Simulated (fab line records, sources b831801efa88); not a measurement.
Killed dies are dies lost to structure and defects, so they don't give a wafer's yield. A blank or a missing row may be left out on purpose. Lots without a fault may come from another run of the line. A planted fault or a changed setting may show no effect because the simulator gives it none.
fab line records | flow sky130
record lots=6 wafers=18 last_day=50
route steps=708 shown METAL2@489 PAD_OPEN@708
lots that met no fault: from a run of the same line without faults
start_h: hours from the record's first day to the start of the lot's first wafer shown | wait_h: hours since the lot's step before | " the same as in the row above | L1.1+2: a row that stands for several wafers | - no value, or no start given | * or withheld: withheld | < > ~ a bound
route shown NAME@n: a module of which the file shows steps, and the number in the route of the first | usual: mean/standard deviation of fault-free wafers | same: alike in all rows | chamber/n: place in a boat | sites: the reading at each site | _std_site: their standard deviation | _edge_site: outer sites' mean less inner sites' | radius_mm: how far each site lies from the wafer's centre | mask NAME#n: copy n | behind: the tool/chamber that last shaped the wafer | hold: why the lot was held/for how many hours/how that ended | device: the transistor (n, p or np) that didn't switch | end of line: the same wafers' tests at the end of the route | a step without rows: its recipe alone | killed: dies lost to structure and defects at the first sort, not the wafer's yield | map: a wafer's dies, x killed, . not, _ none there
set.NAME: the setting as run; set.NAME@STEP: as run at that earlier step | model.NAME: the simulator's own value behind a step, which no gauge read
lots at some steps of the route; a table a step, a row a wafer
services: from which hour (start_h, from the record's first day; less than 0 if before it) a tool's chamber was out of use, for how many hours, and why
## steps
# step SKY_METAL2_THK_MEAS_06
# recipe thk_meas_gauge=xrf reads=AlCu_of_METAL2_SPUTTER_02
# usual METAL2_ALCU_THK=249.9/2.6
# columns lot.wafer tool chamber start_h wait_h METAL2_ALCU_THK[nm]
L237.2 film_metro-03 - 796.17 0.1 253.0
L237.4 " - " " 252.8
L237.5 " - " " 252.6
L244.4 film_metro-02 - 864.56 0.1 252.6
L244.5 " - " " 249.4
L244.6 " - " " 250.1
L247.2 film_metro-01 - 886.78 0.1 245.5
L247.4 " - " " 248.5
L247.5 " - " " 249.1
L252.4 film_metro-01 - 920.08 0.1 244.8
L252.5 " - " " 247.3
L252.6 " - " " 249.7
L253.1 film_metro-03 - 923.91 0.1 250.4
L253.2 " - " " 254.0
L253.4 " - " " 253.3
L259.1 film_metro-03 - 965.26 0.1 249.1
L259.2 " - " " 247.3
L259.5 " - " " 245.9
# step SKY_METAL2_DEHYDRATE_07
# recipe temp_c=200 time_s=60
# step SKY_METAL2_HMDS_08
# recipe prime_time_s=60 prime_temp_c=120
# step SKY_METAL2_COAT_09
# recipe resist=BARC temp_c=withheld time_s=withheld spin_rpm=3000 resist_thk_nm=60
# step SKY_METAL2_COAT_10
# recipe resist=KrF-thick spin_rpm=3000 resist_thk_nm=450
# step SKY_METAL2_SOFTBAKE_11
# recipe temp_c=100 time_s=90 resist=KrF-thick
# step SKY_METAL2_EXPOSE_12
# recipe mask_id=MM2 na=0.8 source_shape=annular sigma_inner=0.55 sigma_outer=0.85 target_cd_nm=140 dose_mj=28
# step SKY_METAL2_PEB_13
# recipe peb_temp_c=withheld peb_time_s=withheld resist=KrF-thick
# step SKY_METAL2_DEVELOP_14
# recipe develop_time_s=60 resist=KrF-thick dev_temp_c=21
# step SKY_METAL2_CD_MEAS_15
# recipe target_cd_nm=140
# usual cd_nm=139.3/1.5
# columns lot.wafer tool chamber start_h wait_h cd_nm
L237.2 cd_sem-01 - 823.25 - 138.6
L237.4 " - " " 138.5
L237.5 " - " " 139.3
L244.4 cd_sem-01 - 890.48 - 141.5
L244.5 " - " " 141.9
L244.6 " - " " 141.0
L247.2 cd_sem-01 - 911.99 - 141.0
L247.4 " - " " 140.8
L247.5 " - " " 140.9
L252.4 cd_sem-01 - 944.14 - 137.2
L252.5 " - " " 137.0
L252.6 " - " " 137.4
L253.1 cd_sem-01 - 947.97 - 137.2
L253.2 " - " " 136.3
L253.4 " - " " 135.8
L259.1 cd_sem-01 - 987.08 - 138.9
L259.2 " - " " 138.8
L259.5 " - " " 138.7
# step SKY_METAL2_OVL_MEAS_16
# usual METAL2_OVL=0/4.8
# columns lot.wafer tool chamber start_h wait_h METAL2_OVL[nm]
L237.2 overlay-02 - 823.36 0.1 8
L237.4 " - " " -6
L237.5 " - " " -5
L244.4 overlay-01 - 890.56 0.1 0
L244.5 " - " " 1
L244.6 " - " " 0
L247.2 overlay-01 - 912.09 0.1 -3
L247.4 " - " " -4
L247.5 " - " " -2
L252.4 overlay-02 - 944.22 0.1 -6
L252.5 " - " " 0
L252.6 " - " " 2
L253.1 overlay-01 - 948.09 0.1 7
L253.2 " - " " -4
L253.4 " - " " -2
L259.1 overlay-02 - 987.20 0.1 3
L259.2 " - " " -14
L259.5 " - " " -2
# step SKY_METAL2_DESCUM_17
# recipe chemistry=O2 source_power_w=150 bias_power_w=0 pressure_mtorr=10 temp_c=40 time_s=8
# usual drypump_motor_current_A=5.8/0.41 oes_product_au=1.003/0.009 rf_fwd_power_W=147.3/0.68
# columns lot.wafer tool chamber start_h wait_h drypump_motor_current_A oes_product_au rf_fwd_power_W rf_hours_counter_h
L237.2 rie_metal-04 0 823.39 0.0 5.3 1.006 145.9 9
L237.4 " 1 " " 6.1 1.006 148.2 -
L237.5 " 0 " " 5.3 1.002 146.9 -
L244.4 rie_metal-01 0 890.61 0.0 6.2 1.014 146.4 -
L244.5 " 0 " " 6.2 1.021 146.4 -
L244.6 " 0 " " 6.2 1.004 146.5 -
L247.2 rie_metal-01 1 912.12 0.0 5.4 1.003 147.0 6
L247.4 " 0 " " 6.2 1.015 146.5 -
L247.5 " 0 " " 6.2 1.009 146.4 -
L252.4 rie_metal-04 1 944.25 0.0 6.1 0.997 148.4 -
L252.5 " 1 " " 6.1 1.008 148.1 -
L252.6 " 0 " " 5.3 0.999 145.9 -
L253.1 rie_metal-03 0 948.13 0.0 6.3 0.998 146.3 17
L253.2 " 1 " " 5.5 1.018 147.5 1
L253.4 " 0 " " 6.3 0.988 146.8 -
L259.1 rie_metal-01 1 987.24 0.0 5.4 0.992 147.1 10
L259.2 " 0 " " 6.2 1.007 147.7 13
L259.5 " 1 " " 5.4 0.999 146.7 -
# step SKY_METAL2_ETCH_18
# recipe chemistry=N2/H2 target=BARC ion_energy_ev=200 bias_w=100 pressure_mtorr=30 n2_flow_sccm=100 h2_flow_sccm=200 icp_w=500 stop_on=SiO2 time_s=45.9 target_depth_a=600
# usual drypump_motor_current_A=5.9/0.41 oes_product_au=0.854/0.0049 rf_fwd_power_W=495.6/1.7 run_length_s=74.2/0.78 throttle_valve_pct=13.225/0.0091
# columns lot.wafer tool chamber start_h wait_h drypump_motor_current_A oes_product_au rf_fwd_power_W rf_hours_counter_h run_length_s throttle_valve_pct model.KrF-thick_of_METAL2_COAT_10.thk_nm
L237.2 rie_metal-04 0 823.42 0.0 5.3 0.854 492.1 9 73.9 13.227 391.4
L237.4 " 1 " " 6.2 0.857 495.0 - 74.3 13.233 391.9
L237.5 " 0 " " 5.3 0.857 495.5 - 73.8 13.221 393.1
L244.4 rie_metal-01 0 890.70 0.1 6.2 0.947 - - 70.0 13.245 394
L244.5 " 0 " " 6.2 0.951 - - 69.8 13.246 395
L244.6 " 0 " " 6.2 0.948 - - 69.6 13.223 394.8
L247.2 rie_metal-01 1 912.16 0.0 5.4 0.950 - 6 68.3 13.234 395.1
L247.4 " 0 " " 6.2 0.942 - - 69.8 13.218 396.4
L247.5 " 0 " " 6.2 0.960 - - 69.8 13.233 395.6
L252.4 rie_metal-04 1 944.29 0.0 6.1 0.857 495.3 - 74.7 13.223 393.6
L252.5 " 1 " " 6.1 0.853 496.1 - 74.1 13.233 392.3
L252.6 " 0 " " 5.3 0.853 493.0 - 73.8 13.227 393
L253.1 rie_metal-03 0 948.16 0.0 6.3 0.864 498.4 17 74.5 13.212 391.6
L253.2 " 1 " " 5.5 0.854 495.0 1 74.0 13.229 390.1
L253.4 " 0 " " 6.3 0.862 496.3 - 73.8 13.227 392.2
L259.1 rie_metal-01 1 987.27 0.0 5.4 0.856 495.2 10 73.6 13.227 392.7
L259.2 " 0 " " 6.2 0.858 496.0 13 74.9 13.239 393.6
L259.5 " 1 " " 5.4 0.859 494.7 - 73.4 13.212 391.9
# step SKY_METAL2_METAL_ETCH_19
# recipe target_depth_a=3600 stop_on=SiO2 over_etch_frac=0.3 time_s=78 chemistry=Cl2/BCl3 resist_sidewall_deg=88 pressure_mtorr=10 icp_w=900 bias_w=48.5 Cl2_flow_sccm=60 bcl3_flow_sccm=30
# usual drypump_motor_current_A=5.8/0.41 oes_product_au=0.854/0.0052 rf_fwd_power_W=895/3 run_length_s=106.4/0.76 throttle_valve_pct=22.264/0.0086
# columns lot.wafer tool chamber start_h wait_h drypump_motor_current_A oes_product_au rf_fwd_power_W rf_hours_counter_h run_length_s throttle_valve_pct
L237.2 rie_metal-04 0 823.48 0.0 5.3 0.851 893 9 105.6 22.268
L237.4 " 1 " " 6.1 0.853 899 - 106.9 22.271
L237.5 " 0 " " 5.3 0.862 891 - 106.1 22.257
L244.4 rie_metal-01 0 890.85 0.1 6.2 0.854 893 - 106.9 22.272
L244.5 " 0 " " 6.2 0.854 895 - 106.9 22.253
L244.6 " 0 " " 6.2 0.851 896 - 106.8 22.258
L247.2 rie_metal-01 1 912.22 0.0 5.4 0.852 892 6 105.8 22.271
L247.4 " 0 " " 6.2 0.853 892 - 107.3 22.265
L247.5 " 0 " " 6.2 0.853 892 - 106.9 22.265
L252.4 rie_metal-04 1 944.37 0.1 6.1 0.853 903 - 106.2 22.254
L252.5 " 1 " " 6.1 0.844 901 - 106.4 22.273
L252.6 " 0 " " 5.3 0.851 893 - 105.9 22.277
L253.1 rie_metal-03 0 948.22 0.0 6.3 0.851 894 17 105.9 22.266
L253.2 " 1 " " 5.5 0.858 897 1 106.2 22.272
L253.4 " 0 " " 6.3 0.851 896 - 105.7 22.253
L259.1 rie_metal-01 1 987.34 0.0 5.4 0.843 896 10 105.8 22.271
L259.2 " 0 " " 6.2 0.849 900 13 106.8 22.254
L259.5 " 1 " " 5.4 0.858 894 - 105.7 22.272
# step SKY_PAD_OPEN_PROBE_99
# usual defect_limited_yield=82.4/1.9 killed_at_M0_to_M3=43/7.1 killed_at_M4_up=3.2/1.7 killed_at_contacts=24/5.6 killed_at_front_end=16/5 killed_at_other=0.4/0.68 killed_dies=86/9.3 killed_open=47/7.1 killed_short=39/5.7 sort_bin_3_pad_short=0.9/0.38 sort_bin_5_function=10.4/1.5 sort_bin_6_memory=6.3/1.3 sort_n_pass=406/9.3 sort_yield_pct=82.4/1.9
# same gross_dies=492 killed_at_back_side=0 sort_bin_4_leakage[%]=0 sort_bin_8_speed[%]=0
# columns lot.wafer tool chamber start_h wait_h defect_limited_yield[%] killed_at_M0_to_M3 killed_at_M4_up killed_at_contacts killed_at_front_end killed_at_other killed_dies killed_open killed_short sort_bin_3_pad_short[%] sort_bin_5_function[%] sort_bin_6_memory[%] sort_n_pass sort_yield_pct[%]
L244.4 prober-01 - 1129.43 0.2 81.1 57 2 21 12 1 93 53 40 0.6 11.2 7.1 399 81.1
L244.5 prober-01 - 1129.48 0.2 79.9 56 1 27 15 0 99 57 42 1.2 11.8 7.1 393 79.9
L244.6 prober-01 - 1129.53 0.2 81.5 43 4 30 13 1 91 52 39 0.6 12.2 5.7 401 81.5
L247.2 prober-02 - 1142.72 0.1 83.1 44 2 23 14 0 83 43 40 1.2 10.8 4.9 409 83.1
L247.4 prober-02 - 1142.82 0.2 82.1 40 5 24 19 0 88 50 38 0.8 9.6 7.5 404 82.1
L247.5 prober-02 - 1142.87 0.2 83.1 32 4 28 19 0 83 44 39 0.2 12.8 3.9 409 83.1
L252.4 prober-02 - 1169.24 0.2 80.1 49 4 25 20 0 98 48 50 1.4 12.4 6.1 394 80.1
L252.5 prober-02 - 1169.29 0.2 81.3 50 2 27 13 0 92 57 35 0.8 10.0 7.9 400 81.3
L252.6 prober-02 - 1169.34 0.2 81.7 47 2 23 18 0 90 49 41 0.6 9.3 8.3 402 81.7
L253.1 prober-02 - 1174.59 0.1 83.1 40 5 22 16 0 83 37 46 0.8 8.9 7.1 409 83.1
L253.2 prober-02 - 1174.64 0.1 81.5 45 3 26 16 1 91 43 48 1.2 11.0 6.3 401 81.5
L253.4 prober-02 - 1174.74 0.2 81.9 37 6 26 19 1 89 49 40 1.0 11.4 5.7 403 81.9
L259.1 prober-01 - 1198.94 0.1 83.9 32 8 26 12 1 79 37 42 1.4 8.1 6.5 413 83.9
L259.2 prober-01 - 1198.99 0.1 79.5 52 3 29 17 0 101 53 48 0.4 13.2 6.9 391 79.5
L259.5 prober-01 - 1199.14 0.2 82.7 37 5 25 18 0 85 51 34 0.4 11.6 5.3 407 82.7
# killed by level:class
L244.4 VIA1:geometric_particle:open=14 VIA2:geometric_particle:open=12 CONTACT:geometric_particle:open=7 VIA3:geometric_particle:open=7 LI_CONTACT:geometric_particle:open=6 VIA1:geometric_particle:short=6 VIA2:geometric_particle:short=5 FIELD_ISO:geometric_particle:short=4
L244.5 VIA2:geometric_particle:open=11 VIA1:geometric_particle:open=10 VIA3:geometric_particle:open=10 LI_CONTACT:geometric_particle:open=9 CONTACT:geometric_particle:open=9 METAL1:geometric_particle:short=6 METAL2:geometric_particle:short=6 FIELD_ISO:geometric_particle:short=5
L244.6 LI_CONTACT:geometric_particle:open=11 VIA3:geometric_particle:open=8 CONTACT:geometric_particle:open=7 VIA1:geometric_particle:open=6 VIA2:geometric_particle:open=6 CONTACT:geometric_particle:short=5 VIA1:geometric_particle:short=5 METAL2:geometric_particle:open=5
L247.2 VIA1:geometric_particle:open=14 LI_CONTACT:geometric_particle:open=8 VIA2:geometric_particle:open=6 LI_CONTACT:geometric_particle:short=5 CONTACT:geometric_particle:open=5 METAL1:geometric_particle:short=5 POLY_GATE:geometric_particle:short=4 METAL2:geometric_particle:short=4
L247.4 FIELD_ISO:geometric_particle:open=10 VIA1:geometric_particle:open=9 VIA2:geometric_particle:open=8 LI_CONTACT:geometric_particle:open=7 METAL1:geometric_particle:short=7 VIA3:geometric_particle:open=7 LOCAL_INTERCONNECT:geometric_particle:short=5 CONTACT:geometric_particle:open=5
L247.5 LI_CONTACT:geometric_particle:open=11 CONTACT:geometric_particle:open=8 POLY_GATE:geometric_particle:open=7 POLY_GATE:geometric_particle:short=5 METAL2:geometric_particle:short=5 METAL1:geometric_particle:short=4 LOCAL_INTERCONNECT:geometric_particle:short=4 CONTACT:geometric_particle:short=4
L252.4 VIA1:geometric_particle:open=15 CONTACT:geometric_particle:open=8 METAL1:geometric_particle:short=8 VIA1:geometric_particle:short=8 FIELD_ISO:geometric_particle:short=7 CONTACT:geometric_particle:short=5 LI_CONTACT:geometric_particle:open=5 VIA2:geometric_particle:open=5
L252.5 CONTACT:geometric_particle:open=11 VIA2:geometric_particle:open=10 VIA3:geometric_particle:open=9 LI_CONTACT:geometric_particle:open=7 METAL1:geometric_particle:short=7 LOCAL_INTERCONNECT:geometric_particle:short=5 VIA1:geometric_particle:short=5 VIA1:geometric_particle:open=5
L252.6 LI_CONTACT:geometric_particle:open=8 VIA1:geometric_particle:open=8 VIA2:geometric_particle:short=7 POLY_GATE:geometric_particle:open=6 POLY_GATE:geometric_particle:short=6 CONTACT:geometric_particle:short=6 CONTACT:geometric_particle:open=6 VIA1:geometric_particle:short=6
L253.1 CONTACT:geometric_particle:short=7 CONTACT:geometric_particle:open=7 VIA1:geometric_particle:open=7 METAL1:geometric_particle:short=6 VIA1:geometric_particle:short=6 VIA3:geometric_particle:open=6 FIELD_ISO:geometric_particle:short=5 POLY_GATE:geometric_particle:open=4
L253.2 METAL2:geometric_particle:short=10 VIA1:geometric_particle:open=8 CONTACT:geometric_particle:short=8 CONTACT:geometric_particle:open=7 VIA3:geometric_particle:open=6 FIELD_ISO:geometric_particle:short=5 LI_CONTACT:geometric_particle:open=5 METAL2:geometric_particle:open=5
L253.4 CONTACT:geometric_particle:open=13 VIA1:geometric_particle:open=8 FIELD_ISO:geometric_particle:open=6 VIA3:geometric_particle:open=6 POLY_GATE:geometric_particle:short=5 LI_CONTACT:geometric_particle:open=5 METAL2:geometric_particle:short=5 METAL1:geometric_particle:short=5
L259.1 CONTACT:geometric_particle:open=7 METAL1:geometric_particle:short=6 FIELD_ISO:geometric_particle:open=5 LI_CONTACT:geometric_particle:open=5 LOCAL_INTERCONNECT:geometric_particle:short=5 VIA1:geometric_particle:open=5 METAL2:geometric_particle:short=5 VIA2:geometric_particle:open=5
L259.2 VIA1:geometric_particle:open=12 METAL2:geometric_particle:short=8 LI_CONTACT:geometric_particle:open=7 CONTACT:geometric_particle:open=7 VIA1:geometric_particle:short=6 VIA2:geometric_particle:open=6 FIELD_ISO:geometric_particle:short=5 CONTACT:geometric_particle:short=5
L259.5 LI_CONTACT:geometric_particle:open=14 VIA1:geometric_particle:open=14 FIELD_ISO:geometric_particle:short=6 VIA2:geometric_particle:open=6 METAL3:geometric_particle:short=6 METAL4:geometric_particle:short=5 LI_CONTACT:geometric_particle:short=4 VIA3:geometric_particle:open=4
## services
# columns tool chamber start_h hours kind
rie_metal-01 1 806.30 1.3 repair
rie_metal-03 - 829.06 1.4 pm
rie_metal-03 - 830.50 14.6 pm
rie_metal-01 1 868.88 22.1 repair
rie_metal-03 1 890.07 - clean
rie_metal-03 1 890.07 31.3 scheduled_down
rie_metal-03 1 890.07 31.3 vent_cycle
rie_metal-03 0 958.58 2.8 repair
## key
first_sign step=SKY_METAL2_ETCH_18 reading=oes_product_au direction=up sigmas=20 usual=0.854 struck=0.949
effect step=SKY_METAL2_ETCH_18 reading=run_length_s direction=down sigmas=6 usual=* struck=*
model_effect step=SKY_METAL2_ETCH_18 value=KrF-thick_of_METAL2_COAT_10.thk_nm without=390.3 struck=395.2
met_at SKY_METAL2_ETCH_18
struck_wafers L244.4,L244.5,L244.6,L247.2,L247.4,L247.5
fault kind=process_parameter_drift tool=rie_metal-01 chamber=- onset_h=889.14 steps=SKY_METAL2_ETCH_18 channel=time_s offset=* shape=step end_h=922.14 acts_in=* stated=*
